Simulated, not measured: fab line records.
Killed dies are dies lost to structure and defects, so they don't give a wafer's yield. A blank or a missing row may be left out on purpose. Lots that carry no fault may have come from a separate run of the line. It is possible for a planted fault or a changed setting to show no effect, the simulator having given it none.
Which tool was responsible? || flow sky130 || 18 wafers from 6 lots sampled at 4 of the route's 708 steps

== WHAT THE GAUGES SHOWED, per wafer ==
SKY_VIA4_OVL_MEAS_11.
{"lot": "L135", "measured": "day 43 07:55", "on": "overlay-02", "VIA4_OVL (nm)": "0.1 1.0 1.9"}
{"lot": "L137", "measured": "day 44 00:07", "on": "overlay-01", "VIA4_OVL (nm)": "-0.3 1.2 1.9"}
{"lot": "L139", "measured": "day 44 14:00", "on": "overlay-01", "VIA4_OVL (nm)": "0.3 -0.4 -1.8"}
{"lot": "L150", "measured": "day 47 10:27", "on": "overlay-02", "VIA4_OVL (nm)": "0.0 -1.5 -0.2"}
{"lot": "L153", "measured": "day 47 23:15", "on": "overlay-02", "VIA4_OVL (nm)": "0.0 0.2 -1.5"}
{"lot": "L155", "measured": "day 48 12:57", "on": "overlay-01", "VIA4_OVL (nm)": "0.8 0.1 1.8"}

== EACH LOT AND THE TOOL THAT RAN IT (in order: tool; ch and the chambers of the sampled wafers; start) ==
{"lot": "L135", "SKY_RES_PROTECT_CLEAN_09": "wetBench-02 ch 0, day 15 17:54", "SKY_METAL4_SPUTTER_00": "pvdSputter-03, day 40 07:27", "SKY_METAL4_SPUTTER_01": "pvdSputter-03, day 40 07:28"}
{"lot": "L137", "SKY_RES_PROTECT_CLEAN_09": "wetBench-04 ch 3, day 16 15:15", "SKY_METAL4_SPUTTER_00": "pvdSputter-01, day 41 00:43", "SKY_METAL4_SPUTTER_01": "pvdSputter-01, day 41 00:44"}
{"lot": "L139", "SKY_RES_PROTECT_CLEAN_09": "wetBench-02 ch 2, day 17 10:03", "SKY_METAL4_SPUTTER_00": "pvdSputter-01, day 41 14:58", "SKY_METAL4_SPUTTER_01": "pvdSputter-01, day 41 14:59"}
{"lot": "L150", "SKY_RES_PROTECT_CLEAN_09": "wetBench-02 ch 1, day 21 04:29", "SKY_METAL4_SPUTTER_00": "pvdSputter-02, day 44 18:21", "SKY_METAL4_SPUTTER_01": "pvdSputter-02, day 44 18:23"}
{"lot": "L153", "SKY_RES_PROTECT_CLEAN_09": "wetBench-04 ch 1, day 22 11:12", "SKY_METAL4_SPUTTER_00": "pvdSputter-01, day 45 07:20", "SKY_METAL4_SPUTTER_01": "pvdSputter-01, day 45 07:22"}
{"lot": "L155", "SKY_RES_PROTECT_CLEAN_09": "wetBench-02 ch 3, day 23 03:24", "SKY_METAL4_SPUTTER_00": "pvdSputter-02, day 45 23:02", "SKY_METAL4_SPUTTER_01": "pvdSputter-02, day 45 23:04"}
- SKY_RES_PROTECT_CLEAN_09: cleans in SC1/SC2, time 150 s.
- SKY_METAL4_SPUTTER_00: material Ti, target thk 15 nm, time 10 s.
- SKY_METAL4_SPUTTER_01: material TiN, target thk 20 nm, time 16.7 s.

== THE ANSWER, worked out from the rows above alone ==
Rule: the usual values come from the lots themselves. The widest of any qualifying gaps counts: lots, ordered by their means at a reading, are off when they make up no more than a third of the lots, leave a main group of 4 or more, and stand apart from it by 3 or more times the standard deviation of that group's means. The tables above print the reading to a certain number of digits; a main group whose means all agree to those digits is not used. A lot without any number at a reading at which 4 lots or more have one is off too. Where the step has rows for the other lots, those lots are counted as sound.
Across all readings shown, no lot is off: no conclusion can be drawn from this.

== WHAT THE SIMULATOR HAD PUT IN ==
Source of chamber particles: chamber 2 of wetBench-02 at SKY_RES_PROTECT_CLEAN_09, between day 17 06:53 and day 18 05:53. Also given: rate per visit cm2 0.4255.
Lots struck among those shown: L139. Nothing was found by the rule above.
